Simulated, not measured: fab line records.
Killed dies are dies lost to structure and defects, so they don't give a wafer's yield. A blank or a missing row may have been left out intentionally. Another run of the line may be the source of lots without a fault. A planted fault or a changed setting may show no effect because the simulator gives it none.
fab line records	flow sky130
[record] lots = 14	wafers = 42	last_day = 50
route steps=708 shown VIA2@523 METAL3@536 CAPM@539
lots with no fault: from the same line, run without faults
start_h: the number of hours between the record's first day and the start of the first shown wafer of the lot	wait_h: time in hours since the lot's previous step	" the same as in the row above	L1.1+2: a row that stands for several wafers	- no value present, or no start provided	* or withheld: withheld	< > ~ a bound
route shown NAME@n: a module of which the file shows steps, and the number in the route of the first	usual: mean/standard deviation taken from wafers without a fault	same: alike in all rows	chamber/n: place in a boat	sites: per-site readings	_std_site: the standard deviation of these	_edge_site: the outer-site mean with the inner-site mean subtracted	radius_mm: for every site, how far away it sits from the centre of the wafer	mask NAME#n: copy n	behind: the last tool/chamber to shape the wafer	hold: the reason the lot was held/the length of the hold in hours/how it ended	device: the n, p or np transistor that did not switch	end of line: at the end of the route, the tests of the same wafers	a step without rows: its recipe alone	killed: not the wafer's yield, but the dies lost to structure and defects at the first sort	map: shows each die of a wafer: x if killed, . if not, _ if none is there
set.NAME: the setting as run; set.NAME@STEP: as run at that earlier step	model.NAME: the simulator's own value behind a step, which no gauge read
the route's steps for a sample of lots (tables are steps, rows are wafers)
services: a tool's chamber out of use, with start hour (start_h, from the record's first day; less than 0 if before it), hours out, and reason
[[steps]]
[step SKY_VIA2_STRIP_16]
[recipe] chemistry = O2/N2	power_w = 1400	pressure_mtorr = 1500	platen_temp_c = withheld	o2_flow_sccm = 3000	n2_flow_sccm = 300	overash_fraction = 0.5
[usual] chamber_pressure_mTorr = 1500.0/1.3	drypump_motor_current_A = 5.6/0.37	n2_flow_sccm = 299.9/0.82	oes_product_au = 0.398/0.0039	strip_time_to_endpoint_s = 4.048/0.02
lot.wafer	tool	chamber	start_h	wait_h	chamber_pressure_mTorr	drypump_motor_current_A	n2_flow_sccm	oes_product_au	rf_hours_counter_h	strip_time_to_endpoint_s
L395.2	plasma_asher-01	0	854.62	0.0	1500.0	4.9	299.0	0.397	42	4.027
L395.3	"	0	"	"	1500.9	5.0	298.4	0.402	-	4.054
L395.4	"	1	"	"	1500.2	6.1	298.8	0.400	-	4.018
L396.4	plasma_asher-03	0	863.01	0.0	1499.6	5.6	300.3	0.402	-	4.067
L396.5	"	0	"	"	1499.0	5.6	299.9	0.401	-	4.111
L396.6	"	1	"	"	1502.1	5.8	299.4	0.402	-	4.066
L397.1	plasma_asher-03	1	872.02	0.0	1498.4	5.8	299.6	0.405	13	4.052
L397.2	"	0	"	"	1501.2	5.5	300.9	0.400	13	4.053
L397.6	"	1	"	"	1497.2	5.8	299.5	0.400	-	4.067
L399.3	plasma_asher-03	0	895.76	0.1	1499.7	5.6	298.6	0.397	-	4.031
L399.5	"	1	"	"	1502.4	5.8	300.6	0.397	-	4.040
L399.6	"	0	"	"	1500.0	5.6	300.4	0.399	-	4.047
L401.1	plasma_asher-03	0	914.84	0.0	1502.0	5.6	298.9	0.399	17	4.065
L401.2	"	1	"	"	1500.2	5.8	300.1	0.401	17	4.070
L401.6	"	1	"	"	1499.3	5.8	299.0	0.402	-	4.046
L402.1	plasma_asher-03	0	922.84	0.0	1498.9	5.6	299.7	0.402	18	4.031
L402.2	"	1	"	"	1500.7	5.8	299.6	0.399	18	4.054
L402.4	"	1	"	"	1501.7	5.8	301.0	0.399	-	4.019
L403.2	plasma_asher-01	1	929.97	0.0	1502.3	6.1	298.5	0.399	50	4.056
L403.3	"	0	"	"	1500.9	5.0	299.3	0.397	-	4.069
L403.6	"	0	"	"	1501.8	5.0	298.7	0.392	-	4.070
L406.1	plasma_asher-02	1	947.05	0.0	1500.1	5.7	299.9	0.396	81	4.039
L406.4	"	0	"	"	1499.7	5.3	299.9	0.392	-	4.018
L406.5	"	1	"	"	1500.4	5.7	299.4	0.394	-	4.057
L407.1	plasma_asher-03	1	955.32	0.0	1499.7	5.8	301.2	0.399	21	4.059
L407.4	"	1	"	"	1500.1	5.8	300.9	0.392	-	4.035
L407.6	"	1	"	"	1499.9	5.8	301.4	0.395	-	4.056
L409.1	plasma_asher-01	0	967.07	0.0	1498.8	5.0	301.0	0.396	54	4.093
L409.2	"	1	"	"	1496.9	6.1	298.9	0.397	54	4.051
L409.3	"	1	"	"	1499.8	6.1	300.9	0.402	-	4.089
L412.2	plasma_asher-03	1	988.62	0.0	1500.5	5.8	299.5	0.398	25	4.031
L412.4	"	1	"	"	1500.2	5.8	300.6	0.401	-	4.044
L412.6	"	0	"	"	1500.1	5.6	301.2	0.398	-	4.028
L416.2	plasma_asher-01	0	1008.62	0.0	1500.1	5.0	299.0	0.409	59	4.064
L416.5	"	0	"	"	1500.3	5.0	300.2	0.401	-	4.054
L416.6	"	1	"	"	1499.5	6.1	300.5	0.404	-	4.043
L417.2	plasma_asher-03	0	1016.23	0.0	1499.8	5.6	299.8	0.407	29	4.046
L417.3	"	1	"	"	1499.9	5.8	299.9	0.394	-	4.072
L417.4	"	0	"	"	1502.8	5.5	300.0	0.398	-	4.034
L418.1	plasma_asher-01	1	1020.87	0.0	1500.9	6.1	298.4	0.394	61	4.041
L418.2	"	0	"	"	1501.5	5.0	299.9	0.400	61	4.054
L418.6	"	1	"	"	1499.9	6.1	299.5	0.403	-	4.065
[step SKY_METAL3_SPUTTER_04]
[recipe] material = TiN	target_thk_nm = 70	power_w = 6500	time_s = 58.3	chamber_pressure_pa = 0.4
[usual] cathode_dc_power_W = 6499.9/1.1	chamber_pressure_pa = 0.4000/0.00075	throttle_valve_pct = 30.6/1.3
lot.wafer	tool	chamber	start_h	wait_h	cathode_dc_power_W	chamber_pressure_pa	throttle_valve_pct
L395.2	pvd_sputter-03	-	856.03	0.0	6498.5	0.4008	29.7
L395.3	"	-	"	"	6499.5	0.3995	30.5
L395.4	"	-	"	"	6499.0	0.4005	30.9
L396.4	pvd_sputter-03	-	864.35	0.0	6499.1	0.4014	30.5
L396.5	"	-	"	"	6499.6	0.3993	30.5
L396.6	"	-	"	"	6499.1	0.4007	31.2
L397.1	pvd_sputter-02	-	873.52	0.0	6500.5	0.3999	28.7
L397.2	"	-	"	"	6502.0	0.4002	30.7
L397.6	"	-	"	"	6501.5	0.3999	33.7
L399.3	pvd_sputter-01	-	897.09	0.0	6499.2	0.4003	31.1
L399.5	"	-	"	"	6499.5	0.4008	31.0
L399.6	"	-	"	"	6501.1	0.3993	30.8
L401.1	pvd_sputter-01	-	916.38	0.0	6500.8	0.4002	31.0
L401.2	"	-	"	"	6498.3	0.4006	30.0
L401.6	"	-	"	"	6501.3	0.3989	30.7
L402.1	pvd_sputter-03	-	924.25	0.0	6496.6	0.4007	28.7
L402.2	"	-	"	"	6501.4	0.3991	29.8
L402.4	"	-	"	"	6499.3	0.4002	28.7
L403.2	pvd_sputter-03	-	931.42	0.0	6498.2	0.3993	28.7
L403.3	"	-	"	"	6501.3	0.4008	29.8
L403.6	"	-	"	"	6499.7	0.4001	31.0
L406.1	pvd_sputter-03	-	948.41	0.0	-	-	-
L406.4	"	-	"	"	-	-	-
L406.5	"	-	"	"	-	-	-
L407.1	pvd_sputter-02	-	956.69	0.0	-	-	-
L407.4	"	-	"	"	-	-	-
L407.6	"	-	"	"	-	-	-
L409.1	pvd_sputter-03	-	968.53	0.0	6499.1	0.3993	30.7
L409.2	"	-	"	"	6499.9	0.4008	29.7
L409.3	"	-	"	"	6501.1	0.4006	28.8
L412.2	pvd_sputter-03	-	990.01	0.0	6500.7	0.4006	30.4
L412.4	"	-	"	"	6499.7	0.3999	30.3
L412.6	"	-	"	"	6500.6	0.3993	30.1
L416.2	pvd_sputter-03	-	1010.03	0.0	6498.7	0.3990	28.5
L416.5	"	-	"	"	6499.4	0.3982	28.8
L416.6	"	-	"	"	6500.6	0.3990	30.7
L417.2	pvd_sputter-03	-	1017.75	0.0	6502.6	0.4002	30.1
L417.3	"	-	"	"	6497.9	0.4014	28.7
L417.4	"	-	"	"	6500.1	0.3997	30.8
L418.1	pvd_sputter-03	-	1022.25	0.0	6499.4	0.3997	30.2
L418.2	"	-	"	"	6499.0	0.3997	30.8
L418.6	"	-	"	"	6499.2	0.3991	30.7
[step SKY_CAPM_SPUTTER_02]
[recipe] material = TiN	target_thk_nm = 200	temp_c = 300	power_w = 6500	time_s = 166.7	chamber_pressure_pa = 0.4
[usual] cathode_dc_power_W = 6499.9/1.2	chamber_pressure_pa = 0.4000/0.00077	susceptor_temp_C = 299.99/0.19	throttle_valve_pct = 30.1/0.66
lot.wafer	tool	chamber	start_h	wait_h	cathode_dc_power_W	chamber_pressure_pa	susceptor_temp_C	throttle_valve_pct
L395.2	pvd_sputter-04	-	856.16	0.0	6501.5	0.4004	299.86	29.0
L395.3	"	-	"	"	6500.2	0.3991	300.09	29.8
L395.4	"	-	"	"	6501.6	0.3996	300.15	30.4
L396.4	pvd_sputter-01	-	864.48	0.0	6500.7	0.4012	299.90	30.7
L396.5	"	-	"	"	6499.3	0.4012	299.95	30.8
L396.6	"	-	"	"	6499.7	0.4008	300.06	31.1
L397.1	pvd_sputter-04	-	873.65	0.1	6499.8	0.3996	299.99	30.4
L397.2	"	-	"	"	6498.7	0.4009	300.27	29.1
L397.6	"	-	"	"	6499.6	0.3992	300.04	30.4
L399.3	pvd_sputter-04	-	897.22	0.0	6499.5	0.4000	299.92	30.8
L399.5	"	-	"	"	6498.8	0.3989	300.21	29.5
L399.6	"	-	"	"	6500.6	0.4007	299.85	30.7
L401.1	pvd_sputter-04	-	916.51	0.1	6501.7	0.3995	300.03	29.6
L401.2	"	-	"	"	6500.9	0.3990	299.87	30.2
L401.6	"	-	"	"	6498.9	0.4006	299.90	30.9
L402.1	pvd_sputter-04	-	924.38	0.1	6499.0	0.4002	300.02	30.3
L402.2	"	-	"	"	6500.6	0.3998	300.23	30.7
L402.4	"	-	"	"	6498.9	0.3995	300.09	30.1
L403.2	pvd_sputter-04	-	931.55	0.0	6498.8	0.4017	299.85	30.4
L403.3	"	-	"	"	6499.7	0.3984	300.35	29.5
L403.6	"	-	"	"	6500.3	0.4005	299.86	29.0
L406.1	pvd_sputter-04	-	948.54	0.1	6500.2	0.4004	300.02	29.7
L406.4	"	-	"	"	6500.4	0.3996	300.03	30.4
L406.5	"	-	"	"	6497.3	0.3989	299.98	29.6
L407.1	pvd_sputter-04	-	956.82	0.1	6497.5	0.3987	300.16	29.7
L407.4	"	-	"	"	6500.8	0.3991	300.27	29.1
L407.6	"	-	"	"	6501.7	0.4004	300.15	30.6
L409.1	pvd_sputter-01	-	968.68	0.1	6500.1	0.4008	300.30	31.0
L409.2	"	-	"	"	6498.0	0.4001	300.20	29.8
L409.3	"	-	"	"	6500.9	0.3990	299.67	30.3
L412.2	pvd_sputter-01	-	990.14	0.0	6501.7	0.4003	299.81	31.1
L412.4	"	-	"	"	6501.4	0.3993	299.88	30.3
L412.6	"	-	"	"	6500.9	0.3981	299.80	30.9
L416.2	pvd_sputter-01	-	1010.16	0.0	6499.1	0.3996	299.94	29.9
L416.5	"	-	"	"	6501.8	0.3992	299.48	30.9
L416.6	"	-	"	"	6500.2	0.3987	299.98	30.6
L417.2	pvd_sputter-04	-	1017.88	0.0	6499.2	0.4004	300.00	30.4
L417.3	"	-	"	"	6499.2	0.4010	300.07	28.9
L417.4	"	-	"	"	6501.1	0.3998	300.06	29.4
L418.1	pvd_sputter-01	-	1022.39	0.1	6500.9	0.4000	299.74	30.4
L418.2	"	-	"	"	6501.6	0.3989	299.99	30.2
L418.6	"	-	"	"	6501.9	0.4012	299.92	30.8
[step SKY_METAL3_METAL_ETCH_18]
[recipe] target_depth_a = 8450	stop_on = SiO2	over_etch_frac = 0.3	time_s = 183.1	chemistry = Cl2/BCl3	resist_sidewall_deg = 88	pressure_mtorr = 10	icp_w = 900	bias_w = 48.5	Cl2_flow_sccm = 60	bcl3_flow_sccm = 30
[usual] chamber_pressure_mTorr = 10.000/0.009	drypump_motor_current_A = 5.9/0.68	oes_product_au = 0.863/0.0064	throttle_valve_pct = 22.263/0.01
lot.wafer	tool	chamber	start_h	wait_h	chamber_pressure_mTorr	drypump_motor_current_A	oes_product_au	rf_hours_counter_h	throttle_valve_pct
L395.2	rie_metal-02	0	908.31	0.0	10.012	4.7	0.858	15	22.260
L395.3	"	0	"	"	10.018	4.7	0.866	-	22.284
L395.4	"	1	"	"	9.989	6.5	0.859	-	22.256
L396.4	rie_metal-01	1	916.30	0.1	9.999	5.8	0.862	-	22.256
L396.5	"	1	"	"	9.997	5.8	0.874	-	22.238
L396.6	"	0	"	"	9.988	6.4	0.865	-	22.262
L397.1	rie_metal-04	1	926.11	0.0	10.001	6.0	0.869	5	22.260
L397.2	"	0	"	"	10.021	5.1	0.868	1	22.248
L397.6	"	1	"	"	9.989	6.0	0.859	-	22.268
L399.3	rie_metal-04	1	947.85	0.1	10.009	6.0	0.861	-	22.262
L399.5	"	1	"	"	9.997	6.1	0.856	-	22.253
L399.6	"	0	"	"	10.007	5.1	0.855	-	22.262
L401.1	rie_metal-02	1	966.76	0.0	10.009	6.5	0.862	12	22.256
L401.2	"	0	"	"	10.008	4.7	0.863	18	22.251
L401.6	"	1	"	"	9.992	6.5	0.863	-	22.259
L402.1	rie_metal-02	1	974.01	0.0	9.986	6.5	0.862	12	22.267
L402.2	"	0	"	"	9.991	4.7	0.858	18	22.259
L402.4	"	0	"	"	10.016	4.7	0.856	-	22.262
L403.2	rie_metal-01	0	981.41	0.0	9.984	6.5	0.870	14	22.277
L403.3	"	1	"	"	10.013	5.8	0.870	-	22.249
L403.6	"	1	"	"	10.019	5.8	0.881	-	22.266
L406.1	rie_metal-04	0	997.46	0.0	9.996	5.1	0.830	5	22.277
L406.4	"	0	"	"	10.006	5.1	0.832	-	22.257
L406.5	"	1	"	"	9.996	6.0	0.817	-	22.260
L407.1	rie_metal-01	1	1005.49	0.0	10.010	5.8	0.822	6	22.259
L407.4	"	0	"	"	10.012	6.4	0.825	-	22.266
L407.6	"	0	"	"	10.004	6.4	0.822	-	22.257
L409.1	rie_metal-01	1	1016.64	0.0	9.993	5.8	0.860	7	22.244
L409.2	"	0	"	"	9.983	6.5	0.861	17	22.256
L409.3	"	0	"	"	10.015	6.4	0.864	-	22.255
L412.2	rie_metal-02	1	1037.11	0.0	10.009	6.5	0.867	15	22.268
L412.4	"	1	"	"	9.999	6.5	0.859	-	22.275
L412.6	"	0	"	"	10.003	4.7	0.859	-	22.259
L416.2	rie_metal-02	1	1056.85	0.1	9.988	6.5	0.852	-	22.265
L416.5	"	1	"	"	10.013	6.5	0.843	-	22.278
L416.6	"	1	"	"	9.999	6.5	0.853	-	22.256
L417.2	rie_metal-01	1	1063.82	0.0	10.002	5.8	0.864	9	22.281
L417.3	"	1	"	"	9.991	5.8	0.864	-	22.257
L417.4	"	0	"	"	10.005	6.5	0.861	-	22.250
L418.1	rie_metal-01	1	1068.14	0.0	10.006	5.8	0.855	9	22.256
L418.2	"	0	"	"	10.001	6.5	0.856	21	22.276
L418.6	"	1	"	"	9.999	5.8	0.865	-	22.271
[[services]]
tool	chamber	start_h	hours	kind
pvd_sputter-04	3	832.59	-	consumable_replace:kit
pvd_sputter-04	3	832.59	18.0	scheduled_down
pvd_sputter-04	3	832.59	18.0	vent_cycle
plasma_asher-02	-	855.73	1.6	repair
plasma_asher-02	-	867.66	14.6	pm
pvd_sputter-02	-	867.82	0.9	repair
rie_metal-02	-	898.00	1.5	repair
plasma_asher-02	-	911.57	11.8	repair
pvd_sputter-03	0	920.04	-	consumable_replace:kit
pvd_sputter-03	0	920.04	18.0	scheduled_down
pvd_sputter-03	0	920.04	18.0	vent_cycle
rie_metal-01	1	934.01	1.2	repair
rie_metal-01	-	951.07	2.8	pm
rie_metal-02	-	978.15	2.8	pm
pvd_sputter-04	-	983.99	1.9	repair
rie_metal-02	-	994.34	14.6	pm
pvd_sputter-02	-	1001.31	36.9	repair
plasma_asher-02	-	1001.48	18.3	repair
plasma_asher-03	-	1006.01	2.8	pm
pvd_sputter-03	3	1024.19	-	consumable_replace:kit
pvd_sputter-03	3	1024.19	18.0	scheduled_down
pvd_sputter-03	3	1024.19	18.0	vent_cycle
rie_metal-01	1	1040.95	5.8	repair
pvd_sputter-04	-	1057.39	14.6	repair
[[key]]
[first_sign] step = SKY_METAL3_SPUTTER_04	reading = tool_record	direction = missing
[effect] step = SKY_METAL3_METAL_ETCH_18	reading = oes_product_au	direction = down	sigmas = 6	usual = 0.863	struck = 0.825
met_at SKY_METAL3_SPUTTER_04
struck_lots L406,L407
later_rows_left_out L406.1,L406.4,L406.5,L407.1,L407.4,L407.6
sort_left_out L406.1,L406.4,L406.5,L407.1,L407.4,L407.6
not_acting_at SKY_VIA2_STRIP_16,SKY_CAPM_SPUTTER_02
onset_between 931.42 948.41
[fault] kind = skipped_step_whole	tool = pvd_sputter-02,pvd_sputter-03	chamber = -	onset_h = 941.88	steps = SKY_METAL3_SPUTTER_04	scope = struck_lots_only
// sort_left_out: the simulated sort isn't trusted on such a fault, so these wafers' sort isn't shown, and their yield isn't known
// later_rows_left_out: the simulator's readings of these wafers behind a module that went badly wrong aren't trusted and aren't shown, but for the sort
